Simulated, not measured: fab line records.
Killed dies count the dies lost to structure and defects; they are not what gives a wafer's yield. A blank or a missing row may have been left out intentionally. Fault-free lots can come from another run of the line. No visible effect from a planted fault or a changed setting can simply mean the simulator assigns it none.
Which tool is to blame? / flow sky130 / 11 lots with 33 wafers sampled at 5 steps, on a route of 708 steps

WHAT THE GAUGES READ, wafer by wafer
SKY_CAP2M_OVL_MEAS_12. Usual: CAP2M_OVL -0.7 nm, standard deviation 1.7.
lot=L941; measured=day 41 00:58; on=overlay-01; CAP2M_OVL (nm)=-2.1 -2.8 -3.1; flag=
lot=L942; measured=day 41 01:16; on=overlay-01; CAP2M_OVL (nm)=-1.9 -2.6 -1.6; flag=
lot=L943; measured=day 41 10:31; on=overlay-02; CAP2M_OVL (nm)=-4.1 -4.1 -3.4; flag=
lot=L947; measured=day 42 16:55; on=overlay-02; CAP2M_OVL (nm)=0.5 1.1 0.1; flag=
lot=L950; measured=day 43 04:26; on=overlay-01; CAP2M_OVL (nm)=-1.4 -2.3 -0.7; flag=
lot=L951; measured=day 43 06:10; on=overlay-01; CAP2M_OVL (nm)=0.6 0.1 0.0; flag=
lot=L955; measured=day 44 08:16; on=overlay-02; CAP2M_OVL (nm)=-2.3 0.0 -1.5; flag=
lot=L954; measured=day 44 12:04; on=overlay-02; CAP2M_OVL (nm)=-2.5 -1.0 -2.5; flag=
lot=L960; measured=day 45 20:31; on=overlay-02; CAP2M_OVL (nm)=-2.0 0.6 -2.0; flag=
lot=L961; measured=day 45 22:37; on=overlay-01; CAP2M_OVL (nm)=0.1 1.5 1.0; flag=
lot=L963; measured=day 46 18:55; on=overlay-02; CAP2M_OVL (nm)=-0.3 -1.4 -1.5; flag=

SKY_VIA4_THK_MEAS_01. Usual: VIA4_HDPCVD_THK 1747 nm, standard deviation 18.
lot=L941; measured=day 42 03:09; on=film_metro-03; VIA4_HDPCVD_THK (nm)=1768 1785 1777; flag=
lot=L942; measured=day 42 04:09; on=film_metro-01; VIA4_HDPCVD_THK (nm)=1754 1762 1765; flag=
lot=L943; measured=day 42 11:46; on=film_metro-04; VIA4_HDPCVD_THK (nm)=1721 1764 1747; flag=
lot=L947; measured=day 43 18:10; on=film_metro-04; VIA4_HDPCVD_THK (nm)=1794 1750 1769; flag=
lot=L950; measured=day 44 05:17; on=film_metro-04; VIA4_HDPCVD_THK (nm)=1788 1777 1786; flag=
lot=L951; measured=day 44 07:14; on=film_metro-04; VIA4_HDPCVD_THK (nm)=1760 1762 1751; flag=
lot=L955; measured=day 45 08:00; on=film_metro-01; VIA4_HDPCVD_THK (nm)=1716 1740 1724; flag=
lot=L954; measured=day 45 11:12; on=film_metro-01; VIA4_HDPCVD_THK (nm)=1743 1755 1722; flag=
lot=L960; measured=day 46 18:45; on=film_metro-04; VIA4_HDPCVD_THK (nm)=1769 2089 1751; flag=OFF
lot=L961; measured=day 46 20:33; on=film_metro-01; VIA4_HDPCVD_THK (nm)=2108 1728 1738; flag=OFF
lot=L963; measured=day 47 16:56; on=film_metro-04; VIA4_HDPCVD_THK (nm)=1737 1729 1717; flag=

SKY_VIA4_THK_MEAS_20: measures by xrf. Usual: VIA4_W_THK 517 nm, standard deviation 6.8.
lot=L941; measured=day 43 03:43; on=film_metro-04; VIA4_W_THK (nm)=514 511 509; flag=
lot=L942; measured=day 43 04:01; on=film_metro-01; VIA4_W_THK (nm)=524 521 518; flag=
lot=L943; measured=day 43 12:33; on=film_metro-03; VIA4_W_THK (nm)=519 518 525; flag=
lot=L947; measured=day 44 17:37; on=film_metro-03; VIA4_W_THK (nm)=524 533 526; flag=
lot=L950; measured=day 45 03:24; on=film_metro-01; VIA4_W_THK (nm)=519 524 518; flag=
lot=L951; measured=day 45 06:08; on=film_metro-04; VIA4_W_THK (nm)=519 517 522; flag=
lot=L955; measured=day 46 06:28; on=film_metro-04; VIA4_W_THK (nm)=523 519 517; flag=
lot=L954; measured=day 46 09:57; on=film_metro-01; VIA4_W_THK (nm)=509 512 513; flag=
lot=L960; measured=day 47 15:43; on=film_metro-04; VIA4_W_THK (nm)=515 512 521; flag=
lot=L961; measured=day 47 16:44; on=film_metro-01; VIA4_W_THK (nm)=512 521 523; flag=
lot=L963; measured=day 48 13:29; on=film_metro-04; VIA4_W_THK (nm)=511 509 503; flag=

WHICH TOOL RAN EACH LOT (tool, then ch and the chambers of the sampled wafers, then the start)
lot=L941; SKY_METAL3_STRIP_19=plasma_asher-03 ch 0,1, day 38 21:34; SKY_VIA4_HDPCVD_00=hdpcvd-02 ch 0,2, day 42 02:57
lot=L942; SKY_METAL3_STRIP_19=plasma_asher-02 ch 0,1, day 38 21:40; SKY_VIA4_HDPCVD_00=hdpcvd-02 ch 0,2, day 42 03:52
lot=L943; SKY_METAL3_STRIP_19=plasma_asher-02 ch 0,1, day 39 07:29; SKY_VIA4_HDPCVD_00=hdpcvd-01 ch 0,1, day 42 11:35
lot=L947; SKY_METAL3_STRIP_19=plasma_asher-01 ch 0,1, day 40 15:40; SKY_VIA4_HDPCVD_00=hdpcvd-02 ch 0,1,2, day 43 17:59
lot=L950; SKY_METAL3_STRIP_19=plasma_asher-01 ch 0,1, day 41 00:51; SKY_VIA4_HDPCVD_00=hdpcvd-02 ch 0,1, day 44 05:05
lot=L951; SKY_METAL3_STRIP_19=plasma_asher-01 ch 0,1, day 41 04:04; SKY_VIA4_HDPCVD_00=hdpcvd-02 ch 0,1,2, day 44 07:03
lot=L955; SKY_METAL3_STRIP_19=plasma_asher-03 ch 1, day 42 08:06; SKY_VIA4_HDPCVD_00=hdpcvd-01 ch 0, day 45 07:43
lot=L954; SKY_METAL3_STRIP_19=plasma_asher-02 ch 0,1, day 42 11:50; SKY_VIA4_HDPCVD_00=hdpcvd-01 ch 0,1, day 45 10:56
lot=L960; SKY_METAL3_STRIP_19=plasma_asher-01 ch 0,1, day 43 22:11; SKY_VIA4_HDPCVD_00=hdpcvd-02 ch 0,1,2, day 46 18:34
lot=L961; SKY_METAL3_STRIP_19=plasma_asher-02 ch 0,1, day 44 00:50; SKY_VIA4_HDPCVD_00=hdpcvd-02 ch 0,2, day 46 20:22
lot=L963; SKY_METAL3_STRIP_19=plasma_asher-01 ch 0,1, day 44 22:16; SKY_VIA4_HDPCVD_00=hdpcvd-01 ch 1,2, day 47 16:44
- SKY_METAL3_STRIP_19: strips in O2/N2.
- SKY_VIA4_HDPCVD_00: deposits SiO2, target thk 1750 nm, time 291.7 s.

WHAT THE TOOLS THEMSELVES READ (means of the sampled wafers that have a number; where no wafer has one, the mark that the record gives instead)
SKY_METAL3_STRIP_19. Usual: chamber_pressure_mTorr 1499.8 mTorr, standard deviation 1.3; drypump_motor_current_A 5.2 A, standard deviation 0.34; oes_product_au 0.505 a.u., standard deviation 0.0061; strip_time_to_endpoint_s 6.59 s, standard deviation 0.062.
lot=L941; tool=plasma_asher-03; chamber_pressure_mTorr (mTorr)=1499.9; drypump_motor_current_A (A)=5.6; oes_product_au (a.u.)=0.503; strip_time_to_endpoint_s (s)=6.57; flag=
lot=L942; tool=plasma_asher-02; chamber_pressure_mTorr (mTorr)=1499.7; drypump_motor_current_A (A)=5.2; oes_product_au (a.u.)=0.498; strip_time_to_endpoint_s (s)=6.49; flag=
lot=L943; tool=plasma_asher-02; chamber_pressure_mTorr (mTorr)=1499.7; drypump_motor_current_A (A)=5.5; oes_product_au (a.u.)=0.504; strip_time_to_endpoint_s (s)=6.60; flag=
lot=L947; tool=plasma_asher-01; chamber_pressure_mTorr (mTorr)=1499.8; drypump_motor_current_A (A)=5.0; oes_product_au (a.u.)=0.501; strip_time_to_endpoint_s (s)=6.54; flag=
lot=L950; tool=plasma_asher-01; chamber_pressure_mTorr (mTorr)=1500.0; drypump_motor_current_A (A)=5.1; oes_product_au (a.u.)=0.504; strip_time_to_endpoint_s (s)=6.59; flag=
lot=L951; tool=plasma_asher-01; chamber_pressure_mTorr (mTorr)=1499.4; drypump_motor_current_A (A)=5.0; oes_product_au (a.u.)=0.508; strip_time_to_endpoint_s (s)=6.55; flag=
lot=L955; tool=plasma_asher-03; chamber_pressure_mTorr (mTorr)=1498.7; drypump_motor_current_A (A)=5.3; oes_product_au (a.u.)=0.503; strip_time_to_endpoint_s (s)=6.59; flag=
lot=L954; tool=plasma_asher-02; chamber_pressure_mTorr (mTorr)=1500.0; drypump_motor_current_A (A)=5.4; oes_product_au (a.u.)=0.501; strip_time_to_endpoint_s (s)=6.52; flag=
lot=L960; tool=plasma_asher-01; chamber_pressure_mTorr (mTorr)=1500.1; drypump_motor_current_A (A)=5.1; oes_product_au (a.u.)=0.499; strip_time_to_endpoint_s (s)=6.55; flag=
lot=L961; tool=plasma_asher-02; chamber_pressure_mTorr (mTorr)=1500.2; drypump_motor_current_A (A)=5.4; oes_product_au (a.u.)=0.506; strip_time_to_endpoint_s (s)=6.61; flag=
lot=L963; tool=plasma_asher-01; chamber_pressure_mTorr (mTorr)=1499.2; drypump_motor_current_A (A)=5.1; oes_product_au (a.u.)=0.504; strip_time_to_endpoint_s (s)=6.56; flag=

SKY_VIA4_HDPCVD_00. Usual: sih4_flow_sccm 60.00 sccm, standard deviation 0.2; susceptor_temp_C 400.00 C, standard deviation 0.22.
lot=L941; tool=hdpcvd-02; sih4_flow_sccm (sccm)=60.05; susceptor_temp_C (C)=399.91; flag=
lot=L942; tool=hdpcvd-02; sih4_flow_sccm (sccm)=59.99; susceptor_temp_C (C)=399.98; flag=
lot=L943; tool=hdpcvd-01; sih4_flow_sccm (sccm)=60.01; susceptor_temp_C (C)=400.04; flag=
lot=L947; tool=hdpcvd-02; sih4_flow_sccm (sccm)=59.91; susceptor_temp_C (C)=400.02; flag=
lot=L950; tool=hdpcvd-02; sih4_flow_sccm (sccm)=60.07; susceptor_temp_C (C)=400.08; flag=
lot=L951; tool=hdpcvd-02; sih4_flow_sccm (sccm)=59.98; susceptor_temp_C (C)=399.99; flag=
lot=L955; tool=hdpcvd-01; sih4_flow_sccm (sccm)=59.98; susceptor_temp_C (C)=400.05; flag=
lot=L954; tool=hdpcvd-01; sih4_flow_sccm (sccm)=59.92; susceptor_temp_C (C)=400.12; flag=
lot=L960; tool=hdpcvd-02; sih4_flow_sccm (sccm)=64.08; susceptor_temp_C (C)=400.15; flag=OFF
lot=L961; tool=hdpcvd-02; sih4_flow_sccm (sccm)=63.86; susceptor_temp_C (C)=400.01; flag=OFF
lot=L963; tool=hdpcvd-01; sih4_flow_sccm (sccm)=60.00; susceptor_temp_C (C)=399.83; flag=

THE ANSWER, worked out from the rows above alone
Rule: take the mean of a lot's wafers that have a number; if it is more than 3 standard deviations from the usual mean, the lot is off. A lot without any number at a reading at which 4 lots or more have one is off too. The other lots that the step has rows for count as sound. First the gauges in route order, then the tools' own readings, where a lot's mean is used as printed above. The first step at which some lot is off is used, and at that step the reading that is off furthest; a lot without a number counts as furthest.
Off: at SKY_VIA4_THK_MEAS_01 (VIA4_HDPCVD_THK), L960, L961.
A tool fits if, at a process step before that reading, it ran every lot that is off, and no sound lot after the first of them. Not tried: the gauges at SKY_VIA4_THK_MEAS_01; whatever is off there is also off at SKY_VIA4_HDPCVD_00, on other tools, and gauge error can't account for it. One fits: SKY_VIA4_HDPCVD_00 on hdpcvd-02. A fault onset in the window from L951 (day 44 07:03, its last sound lot) to L960 (day 46 18:34, its first lot off) fits.
On the lots that are off, the tool's own readings at SKY_VIA4_HDPCVD_00 differ by more than 5 times the standard deviation of the sound lots' means, which bears it out; sih4_flow_sccm reads 63.97 sccm there versus 59.99 sccm on the sound lots.

WHAT THE SIMULATOR PUT IN
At SKY_VIA4_HDPCVD_00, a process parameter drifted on hdpcvd-02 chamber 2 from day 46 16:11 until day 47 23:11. A move of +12 in setting sih4_flow_sccm, from 60. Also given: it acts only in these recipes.
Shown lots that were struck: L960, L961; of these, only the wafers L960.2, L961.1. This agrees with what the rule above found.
